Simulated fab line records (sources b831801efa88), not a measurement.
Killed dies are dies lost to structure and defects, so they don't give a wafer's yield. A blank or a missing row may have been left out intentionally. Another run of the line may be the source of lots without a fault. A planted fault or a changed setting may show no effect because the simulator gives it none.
Which tool is to blame? | flow sky130 | 30 wafers from 10 lots sampled at 5 of the route's 708 steps

WHAT THE GAUGES SHOWED, per wafer
SKY_LI_CONTACT_RS_MEAS_22: measures by four-point-probe. Usual: LI_CONTACT_W_RS 0.286 ohm/sq, standard deviation 0.0052.
lot  | measured     | on            | LI_CONTACT_W_RS (ohm/sq) | flag
L283 | day 28 18:46 | film metro-02 | 0.278 0.278 0.277        |
L286 | day 30 07:34 | film metro-02 | 0.288 0.293 0.293        |
L288 | day 31 02:11 | film metro-02 | 0.286 0.282 0.288        |
L291 | day 32 00:52 | film metro-04 | 0.282 0.291 0.285        |
L293 | day 33 00:34 | film metro-01 | 0.291 0.283 0.290        |
L294 | day 33 02:59 | film metro-04 | 0.261 0.258 0.263        | OFF
L295 | day 33 10:36 | film metro-02 | 0.289 0.292 0.291        |
L300 | day 34 22:06 | film metro-02 | 0.262 0.262 0.260        | OFF
L304 | day 35 20:53 | film metro-02 | 0.280 0.278 0.292        |
L306 | day 36 13:34 | film metro-02 | 0.275 0.278 0.290        |

SKY_LI_CONTACT_THK_MEAS_23: measures by xrf. Usual: LI_CONTACT_W_THK 402 nm, standard deviation 9.3.
lot  | measured     | on            | LI_CONTACT_W_THK (nm) | flag
L283 | day 28 18:53 | film metro-02 | 407 412 409           |
L286 | day 30 07:41 | film metro-02 | 399 388 390           |
L288 | day 31 02:18 | film metro-02 | 395 403 396           |
L291 | day 32 00:59 | film metro-04 | 411 399 407           |
L293 | day 33 00:40 | film metro-01 | 401 411 401           |
L294 | day 33 03:06 | film metro-04 | 444 451 442           | OFF
L295 | day 33 10:41 | film metro-02 | 395 388 391           |
L300 | day 34 22:13 | film metro-02 | 434 430 437           | OFF
L304 | day 35 20:59 | film metro-02 | 403 403 387           |
L306 | day 36 13:41 | film metro-02 | 419 416 396           |

WHAT TOOL EACH LOT RAN ON (gives the tool, then ch and the chambers of the sampled wafers, and finally the start)
lot  | SKY_SD_N_STRIP_11                    | SKY_LI_CONTACT_SPUTTER_19    | SKY_LI_CONTACT_CVD_21
L283 | plasma asher-02 ch 0,1, day 27 11:53 | pvd sputter-01, day 28 18:30 | cvd w-02 ch 1, day 28 18:38
L286 | plasma asher-03 ch 0, day 29 01:10   | pvd sputter-04, day 30 07:18 | cvd w-01 ch 0,1, day 30 07:26
L288 | plasma asher-03 ch 0,1, day 29 19:14 | pvd sputter-01, day 31 01:55 | cvd w-01 ch 0,1, day 31 02:03
L291 | plasma asher-03 ch 0,1, day 30 19:08 | pvd sputter-01, day 32 00:36 | cvd w-01 ch 0,1, day 32 00:44
L293 | plasma asher-01 ch 0,1, day 31 19:04 | pvd sputter-04, day 33 00:16 | cvd w-01 ch 0,1, day 33 00:26
L294 | plasma asher-03 ch 0,1, day 31 21:22 | pvd sputter-03, day 33 02:43 | cvd w-01 ch 0,1, day 33 02:51
L295 | plasma asher-03 ch 0,1, day 32 05:25 | pvd sputter-01, day 33 10:09 | cvd w-02 ch 0, day 33 10:25
L300 | plasma asher-03 ch 0,1, day 33 17:47 | pvd sputter-01, day 34 21:49 | cvd w-01 ch 0,1, day 34 21:57
L304 | plasma asher-03 ch 0,1, day 34 16:22 | pvd sputter-04, day 35 20:35 | cvd w-02 ch 0,1, day 35 20:46
L306 | plasma asher-01 ch 0,1, day 35 08:58 | pvd sputter-01, day 36 13:18 | cvd w-02 ch 0,1, day 36 13:26
- SKY_SD_N_STRIP_11: strips in O2/N2.
- SKY_LI_CONTACT_SPUTTER_19: material Ti, target thk 20 nm, time 106.37 s.
- SKY_LI_CONTACT_CVD_21: deposits W, target thk 400 nm, time 120.56 s.

AS READ BY THE TOOLS THEMSELVES (means over the sampled wafers that have a number; for cases with no such wafer, the mark the record gives instead)
SKY_SD_N_STRIP_11. Usual: chamber pressure mTorr 1500.1 mTorr, standard deviation 1.4; drypump motor current A 5.6 A, standard deviation 0.31; oes product au 0.527 a.u., standard deviation 0.0046; strip time to endpoint s 22.54 s, standard deviation 0.045.
lot  | tool            | chamber pressure mTorr (mTorr) | drypump motor current A (A) | oes product au (a.u.) | strip time to endpoint s (s) | flag
L283 | plasma asher-02 | 1500.4                         | 5.4                         | 0.526                 | 22.53                        |
L286 | plasma asher-03 | 1501.0                         | 5.1                         | 0.526                 | 22.61                        |
L288 | plasma asher-03 | 1500.4                         | 5.3                         | 0.525                 | 22.60                        |
L291 | plasma asher-03 | 1499.4                         | 5.6                         | 0.523                 | 22.52                        |
L293 | plasma asher-01 | 1500.4                         | 5.7                         | 0.528                 | 22.49                        |
L294 | plasma asher-03 | 1499.5                         | 5.4                         | 0.526                 | 22.53                        |
L295 | plasma asher-03 | 1499.5                         | 5.4                         | 0.527                 | 22.52                        |
L300 | plasma asher-03 | 1498.9                         | 5.6                         | 0.527                 | 22.54                        |
L304 | plasma asher-03 | 1500.1                         | 5.4                         | 0.530                 | 22.50                        |
L306 | plasma asher-01 | 1499.9                         | 5.6                         | 0.525                 | 22.52                        |

SKY_LI_CONTACT_SPUTTER_19. Usual: cathode dc power W 2500.0 W, standard deviation 0.45; chamber pressure pa 5.001 Pa, standard deviation 0.01; substrate temp c 200.00 C, standard deviation 0.18; throttle valve pct 30.1 %, standard deviation 0.79.
lot  | tool           | cathode dc power W (W) | chamber pressure pa (Pa) | substrate temp c (C) | throttle valve pct (%) | flag
L283 | pvd sputter-01 | 2499.9                 | 5.008                    | 200.10               | 30.3                   |
L286 | pvd sputter-04 | 2499.7                 | 4.994                    | 199.94               | 29.3                   |
L288 | pvd sputter-01 | 2500.2                 | 5.003                    | 199.98               | 30.6                   |
L291 | pvd sputter-01 | 2500.0                 | 4.996                    | 199.97               | 30.4                   |
L293 | pvd sputter-04 | 2499.7                 | 5.012                    | 199.99               | 29.4                   |
L294 | pvd sputter-03 | 2500.2                 | 4.994                    | 199.94               | 29.5                   |
L295 | pvd sputter-01 | 2500.4                 | 5.006                    | 199.93               | 30.3                   |
L300 | pvd sputter-01 | 2500.3                 | 4.995                    | 200.11               | 30.3                   |
L304 | pvd sputter-04 | 2500.2                 | 4.995                    | 199.86               | 29.8                   |
L306 | pvd sputter-01 | 2499.9                 | 5.009                    | 199.94               | 30.8                   |

SKY_LI_CONTACT_CVD_21. Usual: heater power w 788 W, standard deviation 69.
lot  | tool     | heater power w (W) | flag
L283 | cvd w-02 | 798                |
L286 | cvd w-01 | 798                |
L288 | cvd w-01 | 810                |
L291 | cvd w-01 | 805                |
L293 | cvd w-01 | 801                |
L294 | cvd w-01 | 804                |
L295 | cvd w-02 | 724                |
L300 | cvd w-01 | 806                |
L304 | cvd w-02 | 778                |
L306 | cvd w-02 | 783                |

THE ANSWER, worked out from the rows above alone
Rule: a lot counts as off when the mean over its wafers that have a number is more than 3 standard deviations away from the usual mean. Also off: a lot with no number at a reading for which 4 or more lots have one. Where the step has rows for the other lots, those lots are counted as sound. Order of review: gauges by route order, followed by the tools' own readings, for which a lot's mean as printed above is used. The first step at which some lot is off is used, and at that step the reading that is off furthest; a lot without a number counts as furthest.
Off: at SKY_LI_CONTACT_RS_MEAS_22 (LI_CONTACT_W_RS), L294, L300.
If a tool, at a process step before that reading, ran all the lots that are off and no sound lot after the first of them, it fits. Those tools and the gauges at SKY_LI_CONTACT_RS_MEAS_22 are tried in the same way. One candidate fits, namely cvd w-01 at SKY_LI_CONTACT_CVD_21. Its last sound lot is L293 (day 33 00:26), its first lot that is off L294 (day 33 02:51): a fault that began between those two fits.

WHAT THE SIMULATOR HAD PUT IN
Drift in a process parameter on cvd w-01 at SKY_LI_CONTACT_CVD_21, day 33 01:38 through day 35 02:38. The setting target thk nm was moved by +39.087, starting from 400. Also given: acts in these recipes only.
Lots struck among those shown: L294, L300. Same finding as the rule above.
